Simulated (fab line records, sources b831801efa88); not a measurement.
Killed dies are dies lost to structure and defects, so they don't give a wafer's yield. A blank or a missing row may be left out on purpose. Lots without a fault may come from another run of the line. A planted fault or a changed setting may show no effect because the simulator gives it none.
fab line records | flow sky130
record lots=11 wafers=33 last_day=50
route steps=708 shown SONOS_ONO@169 GATE_OXIDE@200 LDD_N@248 LDD_HVN@274 PAD_OPEN@708
lots that met no fault: from a run of the same line without faults
start_h: hours from the record's first day to the start of the lot's first wafer shown | wait_h: hours since the lot's step before | " the same as in the row above | L1.1+2: a row that stands for several wafers | - no value, or no start given | * or withheld: withheld | < > ~ a bound
route shown NAME@n: a module of which the file shows steps, and the number in the route of the first | usual: mean/standard deviation of fault-free wafers | same: alike in all rows | chamber/n: place in a boat | sites: the reading at each site | _std_site: their standard deviation | _edge_site: outer sites' mean less inner sites' | radius_mm: how far each site lies from the wafer's centre | mask NAME#n: copy n | behind: the tool/chamber that last shaped the wafer | hold: why the lot was held/for how many hours/how that ended | device: the transistor (n, p or np) that didn't switch | end of line: the same wafers' tests at the end of the route | a step without rows: its recipe alone | killed: dies lost to structure and defects at the first sort, not the wafer's yield | map: a wafer's dies, x killed, . not, _ none there
set.NAME: the setting as run; set.NAME@STEP: as run at that earlier step | model.NAME: the simulator's own value behind a step, which no gauge read
steps of the route over a sample of lots; a table a step, a row a wafer
services: from which hour (start_h, from the record's first day; less than 0 if before it) a tool's chamber was out of use, for how many hours, and why
## steps
# step SKY_SONOS_ONO_THK_MEAS_01
# recipe reads=SiO2_of_SONOS_ONO_OXIDATION_00
# usual SONOS_ONO_OXIDATION_THK=2.62/0.06
# columns lot.wafer tool chamber start_h wait_h SONOS_ONO_OXIDATION_THK[nm]
L766.1 film_metro-01 - 249.14 0.0 2.51
L766.4 " - " " 2.51
L766.6 " - " " 2.57
L768.1 film_metro-02 - 266.67 0.0 2.65
L768.2 " - " " 2.50
L768.4 " - " " 2.62
L770.1 film_metro-02 - 283.33 0.0 2.65
L770.2 " - " " 2.59
L770.6 " - " " 2.66
L771.1 film_metro-02 - 291.63 0.0 2.65
L771.3 " - " " 2.66
L771.4 " - " " 2.58
L772.1 film_metro-02 - 297.98 0.0 2.71
L772.5 " - " " 2.60
L772.6 " - " " 2.66
L773.1 film_metro-01 - 304.97 0.0 2.73
L773.3 " - " " 2.65
L773.5 " - " " 2.67
L775.1 film_metro-02 - 319.37 0.0 2.67
L775.3 " - " " 2.67
L775.6 " - " " 2.60
L781.2 film_metro-02 - 368.39 0.0 2.49
L781.4 " - " " 2.51
L781.5 " - " " 2.65
L782.4 film_metro-01 - 376.31 0.0 2.59
L782.5 " - " " 2.67
L782.6 " - " " 2.60
L788.3 film_metro-02 - 425.63 0.0 2.66
L788.4 " - " " 2.65
L788.5 " - " " 2.68
L789.2 film_metro-04 - 435.24 0.0 2.53
L789.3 " - " " 2.57
L789.6 " - " " 2.58
# step SKY_GATE_OXIDE_STRIP_13
# recipe chemistry=O2/N2 power_w=1400 pressure_mtorr=1500 platen_temp_c=withheld o2_flow_sccm=3000 n2_flow_sccm=300 overash_fraction=0.5
# usual drypump_motor_current_A=5.7/0.41 oes_product_au=0.716/0.0043 strip_time_to_endpoint_s=14.18/0.044
# columns lot.wafer tool chamber start_h wait_h drypump_motor_current_A oes_product_au rf_hours_counter_h strip_time_to_endpoint_s
L766.1 plasma_asher-04 0 306.01 0.0 4.8 0.713 60 14.22
L766.4 " 1 " " 5.9 0.715 - 14.21
L766.6 " 0 " " 4.8 0.720 - 14.23
L768.1 plasma_asher-03 0 323.52 0.0 6.0 0.709 65 14.21
L768.2 " 1 " " 5.7 0.719 65 14.13
L768.4 " 0 " " 6.0 0.715 - 14.14
L770.1 plasma_asher-04 0 341.02 0.0 4.8 0.717 63 14.18
L770.2 " 1 " " 5.9 0.724 63 14.17
L770.6 " 1 " " 5.9 0.708 - 14.17
L771.1 plasma_asher-04 0 349.86 0.0 4.8 0.714 64 14.09
L771.3 " 1 " " 5.9 0.719 - 14.13
L771.4 " 0 " " 4.9 0.718 - 14.16
L772.1 plasma_asher-01 0 356.75 0.0 5.9 0.712 24 14.22
L772.5 " 1 " " 5.9 0.717 - 14.20
L772.6 " 0 " " 5.9 0.716 - 14.20
L773.1 plasma_asher-04 1 363.11 0.0 5.9 0.712 65 14.11
L773.3 " 1 " " 5.9 0.715 - 14.15
L773.5 " 1 " " 5.9 0.723 - 14.12
L775.1 plasma_asher-03 0 381.26 0.0 6.0 0.716 71 14.19
L775.3 " 1 " " 5.6 0.712 - 14.12
L775.6 " 0 " " 6.0 0.717 - 14.15
L781.2 plasma_asher-01 0 437.95 0.0 5.9 0.717 32 14.14
L781.4 " 0 " " 5.9 0.721 - 14.11
L781.5 " 0 " " 5.9 0.719 - 14.16
L782.4 plasma_asher-03 0 443.99 0.0 6.0 0.718 - 14.20
L782.5 " 0 " " 6.0 0.720 - 14.21
L782.6 " 1 " " 5.6 0.715 - 14.17
L788.3 plasma_asher-01 0 493.70 0.0 5.9 0.721 - 14.18
L788.4 " 1 " " 5.9 0.710 - 14.17
L788.5 " 0 " " 5.9 0.715 - 14.16
L789.2 plasma_asher-01 1 502.60 0.0 6.0 0.713 38 14.09
L789.3 " 1 " " 5.9 0.724 - 14.13
L789.6 " 1 " " 6.0 0.717 - 14.11
# step SKY_LDD_N_IMPLANT_11
# recipe species=As energy_kev=20 dose_cm2=7.5e+13 tilt_deg=withheld rotation_deg=293
# columns lot.wafer tool chamber start_h wait_h
L766.1+4+6 implanter-04 0 397.16 0.1
L768.1+2+4 implanter-01 0 421.52 0.1
L770.1+2+6 implanter-01 0 443.72 0.1
L771.1+3+4 implanter-03 0 449.42 0.1
L772.1+5+6 implanter-03 0 452.20 0.1
L773.1+3+5 implanter-01 0 462.56 0.1
L775.1+3+6 implanter-03 0 481.36 0.1
L781.2+4+5 implanter-04 0 540.00 0.1
L781.2+4+5 implanter-04 0 540.31 0.3
L782.4+5+6 implanter-04 0 541.83 0.1
L782.4+5+6 implanter-04 0 542.14 0.3
L788.3+4+5 implanter-03 0 591.56 0.1
L789.2+3+6 implanter-03 0 603.18 0.1
# step SKY_LDD_N_STRIP_16
# recipe chemistry=O2/N2 power_w=1400 pressure_mtorr=1500 platen_temp_c=withheld o2_flow_sccm=3000 n2_flow_sccm=300 overash_fraction=0.5
# usual drypump_motor_current_A=5.83/0.18 oes_product_au=0.407/0.0045 strip_time_to_endpoint_s=4.313/0.014
# columns lot.wafer tool chamber start_h wait_h drypump_motor_current_A oes_product_au rf_hours_counter_h strip_time_to_endpoint_s
L766.1 plasma_asher-01 0 397.91 0.1 5.94 0.412 28 4.326
L766.4 " 1 " " 5.92 0.412 - 4.342
L766.6 " 1 " " 5.92 0.407 - 4.320
L768.1 plasma_asher-02 1 422.27 0.1 5.57 0.412 58 4.334
L768.2 " 0 " " 6.00 0.417 58 4.319
L768.4 " 0 " " 6.00 0.414 - 4.318
L770.1 plasma_asher-02 0 444.47 0.1 6.00 0.406 61 4.316
L770.2 " 1 " " 5.55 0.406 61 4.330
L770.6 " 0 " " 5.99 0.412 - 4.324
L771.1 plasma_asher-01 1 450.17 0.1 5.95 0.409 33 4.289
L771.3 " 0 " " 5.93 0.404 - 4.292
L771.4 " 1 " " 5.92 0.412 - 4.295
L772.1 plasma_asher-02 1 452.95 0.1 5.54 0.407 61 4.305
L772.5 " 1 " " 5.55 0.405 - 4.297
L772.6 " 0 " " 5.99 0.408 - 4.289
L773.1 plasma_asher-01 1 463.31 0.1 5.92 0.415 34 4.308
L773.3 " 1 " " 5.92 0.406 - 4.307
L773.5 " 0 " " 5.92 0.410 - 4.313
L775.1 plasma_asher-01 0 482.11 0.1 5.93 0.409 36 4.303
L775.3 " 0 " " 5.92 0.404 - 4.311
L775.6 " 0 " " 5.90 0.399 - 4.297
L781.2 plasma_asher-01 1 541.04 0.1 5.92 0.404 42 4.522
L781.4 " 1 " " 5.93 0.409 - 4.506
L781.5 " 1 " " 5.93 0.401 - 4.526
L782.4 plasma_asher-03 0 542.85 0.1 5.98 0.400 - 4.536
L782.5 " 0 " " 5.98 0.405 - 4.518
L782.6 " 1 " " 5.62 0.403 - 4.529
L788.3 plasma_asher-02 0 592.29 0.1 5.98 0.399 - 4.323
L788.4 " 1 " " 5.56 0.409 - 4.313
L788.5 " 0 " " 5.96 0.404 - 4.324
L789.2 plasma_asher-03 1 603.90 0.1 5.63 0.414 17 4.286
L789.3 " 0 " " 5.97 0.404 - 4.301
L789.6 " 1 " " 5.62 0.410 - 4.303
# step SKY_LDD_N_TW_MEAS_17
# usual LDD_N_TW=2583/19
# columns lot.wafer tool chamber start_h wait_h LDD_N_TW
L766.1 film_metro-04 - 398.01 0.1 2562
L766.4 " - " " 2576
L766.6 " - " " 2565
L768.1 film_metro-04 - 422.37 0.1 2561
L768.2 " - " " 2569
L768.4 " - " " 2567
L770.1 film_metro-01 - 444.57 0.1 2610
L770.2 " - " " 2621
L770.6 " - " " 2614
L771.1 film_metro-01 - 450.27 0.1 2625
L771.3 " - " " 2615
L771.4 " - " " 2624
L772.1 film_metro-04 - 453.05 0.1 2577
L772.5 " - " " 2577
L772.6 " - " " 2581
L773.1 film_metro-01 - 463.41 0.1 2611
L773.3 " - " " 2599
L773.5 " - " " 2604
L775.1 film_metro-04 - 482.21 0.1 2561
L775.3 " - " " 2568
L775.6 " - " " 2558
L781.2 film_metro-01 - 541.15 0.1 2718
L781.4 " - " " 2715
L781.5 " - " " 2730
L782.4 film_metro-04 - 543.01 0.1 2668
L782.5 " - " " 2649
L782.6 " - " " 2676
L788.3 film_metro-02 - 592.38 0.1 2587
L788.4 " - " " 2587
L788.5 " - " " 2589
L789.2 film_metro-04 - 604.01 0.1 2555
L789.3 " - " " 2563
L789.6 " - " " 2570
# step SKY_LDD_HVN_OVL_MEAS_07
# usual LDD_HVN_OVL=-0.2/1.5
# columns lot.wafer tool chamber start_h wait_h LDD_HVN_OVL[nm]
L766.1 overlay-01 - 458.08 0.1 0.7
L766.4 " - " " 0.4
L766.6 " - " " -0.3
L768.1 overlay-02 - 483.37 0.1 0.7
L768.2 " - " " 0.1
L768.4 " - " " 0.3
L770.1 overlay-02 - 506.96 0.1 0.0
L770.2 " - " " -0.1
L770.6 " - " " -0.5
L771.1 overlay-02 - 512.43 0.1 -1.2
L771.3 " - " " -1.9
L771.4 " - " " -2.2
L772.1 overlay-02 - 514.06 0.1 0.9
L772.5 " - " " 0.9
L772.6 " - " " 1.3
L773.1 overlay-01 - 524.71 0.1 0.4
L773.3 " - " " 1.5
L773.5 " - " " 0.3
L775.1 overlay-02 - 543.11 0.1 -1.7
L775.3 " - " " -1.6
L775.6 " - " " -2.3
L781.2 overlay-01 - 600.27 0.1 3.7
L781.4 " - " " 1.5
L781.5 " - " " 1.6
L782.4 overlay-01 - 602.38 0.1 0.6
L782.5 " - " " -0.7
L782.6 " - " " 0.1
L788.3 overlay-02 - 649.35 0.1 1.5
L788.4 " - " " -0.6
L788.5 " - " " -1.2
L789.2 overlay-02 - 661.32 0.1 0.5
L789.3 " - " " -0.3
L789.6 " - " " -0.8
# step SKY_PAD_OPEN_PROBE_99
# usual killed_at_M0_to_M3=43/6.4 killed_at_M4_up=2.8/1.7 killed_at_contacts=24/5.5 killed_at_front_end=15/4 killed_at_other=0.3/0.54 killed_dies=86/9.1 killed_open=47/6.6 killed_short=39/6.2
# same gross_dies=492 killed_at_back_side=0
# columns lot.wafer tool chamber start_h wait_h killed_at_M0_to_M3 killed_at_M4_up killed_at_contacts killed_at_front_end killed_at_other killed_dies killed_open killed_short
L766.1 prober-01 - 1070.63 0.1 40 1 25 15 0 81 39 42
L766.4 prober-01 - 1070.78 0.2 31 1 26 22 1 81 47 34
L766.6 prober-01 - 1070.88 0.2 39 1 39 13 0 92 48 44
L770.1 prober-02 - 1105.29 0.1 49 3 24 15 0 91 51 40
L770.2 prober-02 - 1105.34 0.1 36 5 17 13 1 72 40 32
L770.6 prober-02 - 1105.54 0.2 34 6 24 10 1 75 32 43
L771.1 prober-01 - 1108.32 0.1 39 7 30 10 1 87 47 40
L771.3 prober-01 - 1108.42 0.2 45 5 21 9 0 80 47 33
L771.4 prober-01 - 1108.47 0.2 46 3 18 13 1 81 44 37
L772.1 prober-02 - 1110.03 0.1 45 3 19 4 1 72 33 39
L772.5 prober-02 - 1110.23 0.2 34 1 20 15 1 71 39 32
L772.6 prober-02 - 1110.28 0.2 40 3 41 21 0 105 60 45
L775.6 prober-01 - 1132.27 0.2 34 5 35 17 0 91 57 34
L781.2 prober-01 - 1164.01 0.1 39 2 28 15 0 84 46 38
L781.4 prober-01 - 1164.11 0.2 42 3 20 17 0 82 37 45
L781.5 prober-01 - 1164.16 0.2 42 2 32 11 0 87 43 44
# killed by level:class
L766.1 CONTACT:geometric_particle:open=10 VIA2:geometric_particle:open=8 CONTACT:geometric_particle:short=7 FIELD_ISO:geometric_particle:short=5 VIA2:geometric_particle:short=5 METAL2:geometric_particle:short=4 LOCAL_INTERCONNECT:geometric_particle:short=4 METAL1:geometric_particle:short=4
L766.4 VIA1:geometric_particle:open=13 CONTACT:geometric_particle:open=12 CONTACT:geometric_particle:short=7 POLY_GATE:geometric_particle:open=6 POLY_GATE:geometric_particle:short=5 FIELD_ISO:geometric_particle:open=4 METAL3:geometric_particle:short=4 FIELD_ISO:geometric_particle:short=3
L766.6 CONTACT:geometric_particle:open=14 LI_CONTACT:geometric_particle:open=11 CONTACT:geometric_particle:short=10 VIA1:geometric_particle:open=10 FIELD_ISO:geometric_particle:short=7 METAL2:geometric_particle:short=7 VIA1:geometric_particle:short=6 VIA3:geometric_particle:open=4
L770.1 VIA1:geometric_particle:open=10 VIA1:geometric_particle:short=9 VIA3:geometric_particle:open=9 LI_CONTACT:geometric_particle:open=8 CONTACT:geometric_particle:open=8 POLY_GATE:geometric_particle:short=5 VIA2:geometric_particle:open=5 LOCAL_INTERCONNECT:geometric_particle:short=4
L770.2 VIA1:geometric_particle:open=11 VIA3:geometric_particle:open=8 CONTACT:geometric_particle:open=7 METAL1:geometric_particle:short=7 CONTACT:geometric_particle:short=5 FIELD_ISO:geometric_particle:open=4 METAL4:geometric_particle:short=4 POLY_GATE:geometric_particle:short=3
L770.6 CONTACT:geometric_particle:open=7 METAL3:geometric_particle:short=6 LI_CONTACT:geometric_particle:open=5 METAL1:geometric_particle:short=5 VIA1:geometric_particle:short=5 VIA1:geometric_particle:open=5 METAL4:geometric_particle:short=5 VIA2:geometric_particle:open=4
L771.1 LI_CONTACT:geometric_particle:open=11 CONTACT:geometric_particle:open=10 METAL1:geometric_particle:short=7 LI_CONTACT:geometric_particle:short=6 VIA1:geometric_particle:short=6 VIA1:geometric_particle:open=6 VIA3:geometric_particle:open=6 FIELD_ISO:geometric_particle:short=4
L771.3 VIA2:geometric_particle:open=10 VIA1:geometric_particle:open=8 VIA1:geometric_particle:short=7 VIA3:geometric_particle:open=6 LI_CONTACT:geometric_particle:open=5 LOCAL_INTERCONNECT:geometric_particle:open=4 LOCAL_INTERCONNECT:geometric_particle:short=4 CONTACT:geometric_particle:open=4
L771.4 VIA1:geometric_particle:open=16 CONTACT:geometric_particle:open=7 VIA1:geometric_particle:short=7 FIELD_ISO:geometric_particle:open=5 METAL1:geometric_particle:short=5 METAL2:geometric_particle:short=5 LI_CONTACT:geometric_particle:open=4 CONTACT:geometric_particle:short=4
L772.1 METAL1:geometric_particle:short=9 VIA1:geometric_particle:open=7 VIA3:geometric_particle:open=7 LI_CONTACT:geometric_particle:short=6 CONTACT:geometric_particle:open=6 METAL2:geometric_particle:short=5 METAL3:geometric_particle:short=5 LI_CONTACT:geometric_particle:open=4
L772.5 METAL1:geometric_particle:short=10 CONTACT:geometric_particle:open=8 VIA1:geometric_particle:open=8 LOCAL_INTERCONNECT:geometric_particle:short=7 VIA2:geometric_particle:open=7 FIELD_ISO:geometric_particle:open=4 FIELD_ISO:geometric_particle:short=4 POLY_GATE:geometric_particle:open=3
L772.6 CONTACT:geometric_particle:open=14 LI_CONTACT:geometric_particle:open=11 FIELD_ISO:geometric_particle:open=8 VIA1:geometric_particle:open=8 CONTACT:geometric_particle:short=7 METAL1:geometric_particle:short=7 VIA2:geometric_particle:open=7 METAL2:geometric_particle:short=5
L775.6 LI_CONTACT:geometric_particle:open=14 CONTACT:geometric_particle:open=13 VIA3:geometric_particle:open=6 VIA1:geometric_particle:open=5 METAL2:geometric_particle:short=5 VIA2:geometric_particle:open=5 LI_CONTACT:geometric_particle:short=4 VIA3:geometric_particle:short=4
L781.2 LI_CONTACT:geometric_particle:open=11 FIELD_ISO:geometric_particle:short=9 VIA1:geometric_particle:open=8 VIA3:geometric_particle:open=8 CONTACT:geometric_particle:open=7 LOCAL_INTERCONNECT:geometric_particle:short=5 METAL1:geometric_particle:short=5 LI_CONTACT:geometric_particle:short=3
L781.4 VIA1:geometric_particle:open=11 VIA3:geometric_particle:open=7 LI_CONTACT:geometric_particle:short=6 VIA1:geometric_particle:short=6 LOCAL_INTERCONNECT:geometric_particle:short=5 VIA2:geometric_particle:open=5 FIELD_ISO:geometric_particle:open=4 FIELD_ISO:geometric_particle:short=4
L781.5 LI_CONTACT:geometric_particle:open=12 VIA1:geometric_particle:short=11 VIA3:geometric_particle:open=10 CONTACT:geometric_particle:open=10 METAL2:geometric_particle:short=8 VIA2:geometric_particle:open=5 LOCAL_INTERCONNECT:geometric_particle:short=5 FIELD_ISO:geometric_particle:short=4
## services
# columns tool chamber start_h hours kind
implanter-04 - 290.74 10.5 repair
plasma_asher-02 - 297.11 14.6 pm
implanter-03 - 309.79 2.0 repair
implanter-03 - 332.90 3.3 pm
plasma_asher-04 - 334.11 5.0 repair
implanter-01 - 353.63 0.7 repair
implanter-01 - 356.95 5.0 repair
plasma_asher-03 - 357.16 0.6 repair
implanter-03 - 383.01 1.2 repair
plasma_asher-04 - 384.03 1.0 repair
implanter-03 - 388.48 3.2 pm
plasma_asher-02 - 419.14 0.8 repair
plasma_asher-01 - 420.99 1.3 repair
plasma_asher-03 - 421.25 9.0 pm
plasma_asher-03 0 421.25 9.0 vent_cycle
plasma_asher-03 1 421.25 9.0 vent_cycle
implanter-04 - 429.36 5.8 repair
plasma_asher-01 - 488.50 1.9 repair
implanter-04 - 488.80 3.0 repair
implanter-04 - 491.83 3.5 pm
implanter-03 - 523.86 2.6 repair
implanter-04 - 556.13 16.3 repair
plasma_asher-03 - 588.20 2.9 repair
implanter-01 - 595.62 6.2 repair
## key
first_sign step=SKY_LDD_N_IMPLANT_11 reading=visit direction=added
effect step=SKY_LDD_N_STRIP_16 reading=strip_time_to_endpoint_s direction=up sigmas=15 usual=* struck=*
effect step=SKY_LDD_N_TW_MEAS_17 reading=LDD_N_TW direction=up sigmas=5.8 usual=2583 struck=2692
met_at SKY_LDD_N_IMPLANT_11
struck_lots L781,L782
tester_left_out L781,L782
not_acting_at SKY_SONOS_ONO_THK_MEAS_01,SKY_GATE_OXIDE_STRIP_13,SKY_LDD_HVN_OVL_MEAS_07
fault kind=repeated_step_whole tool=implanter-01,implanter-03,implanter-04 chamber=- onset_h=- steps=SKY_LDD_N_IMPLANT_11 times=1 scope=struck_lots_only
# tester_left_out: of these lots the tester's yield and bins aren't shown, on N5 and GAA mostly nor the transistor test; their killed dies are dies lost to structure and defects alone, not to doping, threshold or leakage, so they don't give the yield
